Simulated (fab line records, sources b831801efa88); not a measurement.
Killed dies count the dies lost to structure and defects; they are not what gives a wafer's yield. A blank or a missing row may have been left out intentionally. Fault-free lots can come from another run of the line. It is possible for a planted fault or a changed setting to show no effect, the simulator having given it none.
One fault seen from 2 desks / flow sky130 / each desk has only its own numbers; what lay behind them comes last

== METROLOGY DESK ==
What the gauges read, lot by lot, whatever tool the lot ran on: means of the sampled wafers that have a number. If a lot's mean is further than 4 standard deviations from the usual mean, the lot is out of limits and carries the mark OUT (the distance appears in the brackets).
Columns: A = VIA4_W_RS at SKY_VIA4_RS_MEAS_19, usual 0.2283 ohm/sq; B = VIA4_W_THK at SKY_VIA4_THK_MEAS_20, usual 498 nm
lot=L808; first seen here=day 43 11:11; A=0.2264; B=509
lot=L812; first seen here=day 44 10:16; A=0.1976 (-13) OUT; B=613 (+18) OUT
lot=L819; first seen here=day 45 23:40; A=0.2283; B=494
lot=L820; first seen here=day 46 10:27; A=0.2278; B=496
lot=L821; first seen here=day 46 13:05; A=0.2301; B=492
lot=L824; first seen here=day 47 07:13; A=0.2259; B=502
lot=L825; first seen here=day 47 12:57; A=0.2298; B=493
lot=L828; first seen here=day 48 06:44; A=0.2265; B=506
lot=L829; first seen here=day 48 09:53; A=0.2292; B=501
lot=L830; first seen here=day 48 16:46; A=0.2245; B=503
This desk's result: L812 out of limits, first on L812 (VIA4_W_RS at SKY_VIA4_RS_MEAS_19), day 44 10:16. L808, L819, L820, L821, L824, L825, L828, L829, L830: within limits.

== FOR THE TOOL OWNER'S DESK: cvdW-01 ==
The tool's own readings at SKY_VIA4_CVD_18 (deposits W, target thk 505 nm, time 152.14 s): means of the sampled wafers that have a number, for each lot that ran on this tool. If a lot's mean is further than 4 standard deviations from the usual mean, the lot is out of limits and carries the mark OUT (the distance appears in the brackets).
Columns: A = heaterPowerW at SKY_VIA4_CVD_18, usual 800 W
lot=L808; first seen here=day 43 11:01; A=808
lot=L812; first seen here=day 44 10:07; A=828
lot=L829; first seen here=day 48 09:44; A=826
Finding of this desk: none of the 3 lots has anything out of limits.

== BROUGHT TOGETHER ==
At day 44 10:16 the metrology desk could have sounded an alarm, on L812.
The desk of the tool owner found nothing out of limits.
Tool owner's desk: L812 on record, inside its limits.
Of the lots named, all ran SKY_VIA4_CVD_18 on cvdW-01.

== WHAT THE SIMULATOR PUT IN ==
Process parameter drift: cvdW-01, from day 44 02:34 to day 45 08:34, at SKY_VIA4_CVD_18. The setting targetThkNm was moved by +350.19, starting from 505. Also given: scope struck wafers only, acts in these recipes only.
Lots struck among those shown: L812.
Per desk, hours elapsed from the start of the fault to the first reading out of limits: for the metrology desk, 8.
